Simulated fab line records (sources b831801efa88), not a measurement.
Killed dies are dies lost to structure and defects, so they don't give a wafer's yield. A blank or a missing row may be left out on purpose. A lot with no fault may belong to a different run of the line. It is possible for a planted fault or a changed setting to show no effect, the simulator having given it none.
Chamber matching + flow sky130 + SKY_VIA3_CMP_24 on cmp-01: 4 sister chambers
The step polishes, stops on SiO2, t overpolish 20 s, target thk 0 nm. 4 wafers are shown with their chamber, then 11 later ones without.

WAFERS WITH THEIR CHAMBER
| wafer  | chamber | motor_current_A (A) |
|--------|---------|---------------------|
| L086.5 | 3       | 12.5                |
| L088.3 | 0       | 11.4                |
| L088.6 | 2       | 13.0                |
| L089.2 | 1       | 11.6                |

WAFERS WITHOUT THEIR CHAMBER
| wafer  | motor_current_A (A) |
|--------|---------------------|
| L089.3 | 12.6                |
| L089.4 | 11.5                |
| L090.2 | 12.9                |
| L090.3 | 12.3                |
| L090.6 | 12.0                |
| L092.1 | 12.7                |
| L092.2 | 13.6                |
| L092.3 | 11.6                |
| L093.2 | 12.3                |
| L093.4 | 11.9                |
| L093.5 | 12.5                |

WHICH CHAMBER EACH WENT THROUGH
| wafer  | from the rows above          | in truth |
|--------|------------------------------|----------|
| L089.3 | can't be placed: 3 or 2      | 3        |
| L089.4 | can't be placed: 0 or 1      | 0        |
| L090.2 | can't be placed: 2 or 3      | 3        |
| L090.3 | can't be placed: 3 or 2 or 1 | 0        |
| L090.6 | can't be placed: 1 or 3 or 0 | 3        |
| L092.1 | can't be placed: 3 or 2      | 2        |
| L092.2 | can't be placed: 2 or 3      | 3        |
| L092.3 | can't be placed: 1 or 0      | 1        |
| L093.2 | can't be placed: 3 or 2 or 1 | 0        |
| L093.4 | can't be placed: 1 or 0 or 3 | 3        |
| L093.5 | can't be placed: 3 or 2      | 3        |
Correct placement for 0 of the 11. Cannot be placed on the basis of these rows: 11; the candidates contain the true chamber in 9. Number placed wrongly: 0.
How it was worked out, from the rows above alone: a wafer's distance from a chamber is the root of the sum, over the readings, of the square of ((its reading less the chamber's mean) divided by the reading's scatter). The wafer belongs to the nearest chamber; if the next one is less than 2 further off, it can't be placed. The mean given for a chamber averages the wafers shown for that chamber. The scatter: with one shown wafer a chamber, the root of the mean of the squares of how far each hidden wafer lies from its nearest shown one.
